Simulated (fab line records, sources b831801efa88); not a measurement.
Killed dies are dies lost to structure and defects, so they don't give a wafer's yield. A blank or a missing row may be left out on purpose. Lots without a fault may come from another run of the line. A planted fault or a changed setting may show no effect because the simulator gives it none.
A struck lot beside a sound one | flow sfq_line | 32 steps out of a route of 325
Sound: wafers L954.1, L954.3, L954.4. Struck: wafers L962.1, L962.4, L962.6. The cause comes at the end.
At each step with rows: each side's tool, then ch and its chambers, then its first start. Under that, the readings that differ: sound wafers | struck wafers | difference of the means | sigmas: that difference in standard deviations of wafers without a fault.
alike: readings whose means differ by less than 2 such deviations, and words and numbers that are the same on both sides. not compared: withheld readings, readings that some wafer has no value for, bounds like >300 that may hide the same value, and numbers for which the record gives no deviation and whose values overlap.
The two part at a step that has a row with sigmas, a row that says differs or no value, or rows on one side only. Numbers that don't overlap but have no deviation are shown without sigmas and don't part them. A reading that every wafer of one side lacks parts them only if that side has two wafers or more.

SFQ_INCOMING_BOW_MEAS_900:
  sound on film_metro-02, day 3 22:00; struck on film_metro-02, day 5 14:00
  alike: INCOMING_BOW
then, 1 step without rows for these wafers: SFQ_TRILAYER_INCOMING_OXIDATION_002 (target thk 500 nm, ox time 4939 s).
SFQ_TRILAYER_L0_DEP_SPUTTER_003: material MoNx KI, target thk 40 nm, time 100 s.
  sound on pvd_sputter-04, day 4 00:29; struck on pvd_sputter-04, day 5 16:29
  reading                                                  | sound                | struck               | difference | sigmas
  cathode_dc_power_W (W)                                   | 799.88 799.87 800.24 | 765.07 764.77 765.13 | -35.01     | -99 or more
  model.MoNx_KI_of_TRILAYER_L0_DEP_SPUTTER_003.thk_nm (nm) | 40.63 39.61 39.62    | 37.7 37.8 37.45      | -2.3       |
  alike: throttle_valve_pct
SFQ_L0_RS_MEAS_901: measures by four-point-probe.
  sound on film_metro-03, day 4 00:34; struck on film_metro-02, day 5 16:34
  reading                | sound          | struck         | difference | sigmas
  L0_MONX_KI_RS (ohm/sq) | 42.7 43.9 43.8 | 46.2 46.2 46.4 | +2.8       | +5
SFQ_L0_THK_MEAS_902: measures by xrf.
  sound on film_metro-03, day 4 00:41; struck on film_metro-02, day 5 16:41
  reading             | sound          | struck         | difference | sigmas
  L0_MONX_KI_THK (nm) | 41.1 40.1 40.3 | 38.2 38.3 38.2 | -2.3       | -4
then, 6 steps without rows for these wafers: SFQ_TRILAYER_L0_LITHO_COAT_010 (resist thk 62 nm); SFQ_TRILAYER_L0_LITHO_COAT_005 (resist thk 600 nm); SFQ_TRILAYER_L0_LITHO_SOFTBAKE_009; SFQ_TRILAYER_L0_LITHO_EXPOSE_006 (exposes mask L0, target cd 2000 nm); SFQ_TRILAYER_L0_LITHO_PEB_008 (peb time 60 s); SFQ_TRILAYER_L0_LITHO_DEVELOP_007 (time 60 s).
-- the record jumps here: 2 days lie between the struck wafers' starts before and after --
SFQ_TRILAYER_L0_BARC_OPEN_METAL_ETCH_010: etches BARC in O2, target depth 125 nm, time 41.7 s.
  sound on rie_metal-04 ch 0,1, day 6 04:02; struck on rie_metal-04 ch 0, day 7 22:35
  alike: drypump_motor_current_A, oes_product_au
  not compared: rf_hours_counter_h
SFQ_TRILAYER_L0_ETCH_METAL_ETCH_008: etches MoNx KI in SF6/O2, stops on SiO2, target depth 50 nm, time 25 s.
  sound on rie_metal-04 ch 0,1, day 6 04:06; struck on rie_metal-04 ch 0, day 7 22:42
  reading                        | sound             | struck            | difference | sigmas
  oes_product_au (a.u.)          | 0.877 0.868 0.866 | 0.852 0.846 0.847 | -0.022     | -3
  model.etch.depth_nm (nm)       | 40.63 39.61 39.62 | 37.7 37.8 37.45   | -2.3       |
  model.L0.feature_depth_nm (nm) | 40.63 39.61 39.62 | 37.7 37.8 37.45   | -2.3       |
  alike: drypump_motor_current_A
  not compared: rf_hours_counter_h
SFQ_TRILAYER_L0_STRIP_STRIP_009: strips in O2.
  sound on rie_metal-04 ch 0,1, day 6 04:09; struck on rie_metal-04 ch 0, day 7 22:47
  alike: drypump_motor_current_A, oes_product_au
  not compared: rf_hours_counter_h
then, 1 step without rows for these wafers: SFQ_TRILAYER_L0_STRIP_SOLV_CLEAN_010 (cleans in NMP, time 600 s).
SFQ_TRILAYER_L0_CAP_PECVD_011: deposits SiO2 from SiH4/N2O, time 13.333 s, target thk 60 nm.
  sound on pecvd-01 ch 0,2, day 6 04:55; struck on pecvd-03 ch 0,2, day 8 00:11
  alike: chamber_pressure_Torr, heater_power_w, showerhead_vpp_V, throttle_valve_pct
then, 6 steps without rows for these wafers: SFQ_TRILAYER_L0_VIA_LITHO_COAT_018 (resist thk 62 nm); SFQ_TRILAYER_L0_VIA_LITHO_COAT_013 (resist thk 650 nm); SFQ_TRILAYER_L0_VIA_LITHO_SOFTBAKE_017; SFQ_TRILAYER_L0_VIA_LITHO_EXPOSE_014 (exposes mask L0V, target cd 700 nm); SFQ_TRILAYER_L0_VIA_LITHO_PEB_016 (peb time 60 s); SFQ_TRILAYER_L0_VIA_LITHO_DEVELOP_015 (time 60 s).
-- the record jumps here: 2 days lie between the struck wafers' starts before and after --
SFQ_L0V_OVL_MEAS_903:
  sound on overlay-02, day 8 11:47; struck on overlay-01, day 10 09:23
  alike: L0V_OVL
then, 1 step without rows for these wafers: SFQ_TRILAYER_L0_VIA_BARC_OPEN_VIA_ETCH_021 (etches BARC in O2, target depth 125 nm, time 41.7 s).
SFQ_TRILAYER_L0_VIA_ETCH_VIA_ETCH_016: etches SiO2 in CHF3, stops on MoNx KI, target depth 80 nm.
  sound on rie_diel-04 ch 1,2,3, day 8 11:51; struck on rie_diel-03 ch 0,3, day 10 09:27
  alike: drypump_motor_current_A, oes_product_au
then, 3 steps without rows for these wafers: SFQ_TRILAYER_L0_VIA_STRIP_STRIP_017 (strips in O2); SFQ_TRILAYER_L0_VIA_STRIP_SOLV_CLEAN_018 (cleans in NMP, time 600 s); SFQ_TRILAYER_M0_DEP_PRE_CLEAN_020 (time 15 s).
SFQ_TRILAYER_M0_DEP_SPUTTER_019: material Nb, target thk 200 nm, time 133.3 s.
  sound on pvd_sputter-05, day 8 13:18; struck on pvd_sputter-06, day 10 10:28
  alike: cathode_dc_power_W, throttle_valve_pct
SFQ_M0_RS_MEAS_904: measures by four-point-probe.
  sound on film_metro-01, day 8 13:23; struck on film_metro-01, day 10 10:34
  alike: M0_NB_RS
then, 1 step without rows for these wafers: SFQ_TRILAYER_M0_LITHO_COAT_026 (resist thk 62 nm).
-- the record jumps here: 67 days lie between the struck wafers' starts before and after --
SFQ_M8_BOW_MEAS_951:
  sound on film_metro-01, day 73 04:41; struck on film_metro-04, day 77 10:29
  reading                  | sound             | struck            | difference | sigmas
  M8_BOW (um)              | -7 -12 -3         | 16 25 13          | +25        | +2
  model.etest.l0v.link_ohm | 43.71 44.8 44.78  | 47 46.89 47.32    | +3         |
  model.etest.l0.ohm_sq    | 42.77 43.88 43.87 | 46.1 45.98 46.41  | +2.7       |
  model.etest.l0.ohm_um    | 21.41 21.98 21.93 | 23.06 23.02 23.24 | +1.33      |

WHERE THEY PART
First at SFQ_TRILAYER_L0_DEP_SPUTTER_003; last, within this record, at SFQ_M8_BOW_MEAS_951.

WHY: what the simulator had put in
Process parameter drift: pvd_sputter-04, from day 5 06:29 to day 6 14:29, at SFQ_TRILAYER_L0_DEP_SPUTTER_003. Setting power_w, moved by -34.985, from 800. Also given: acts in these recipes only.
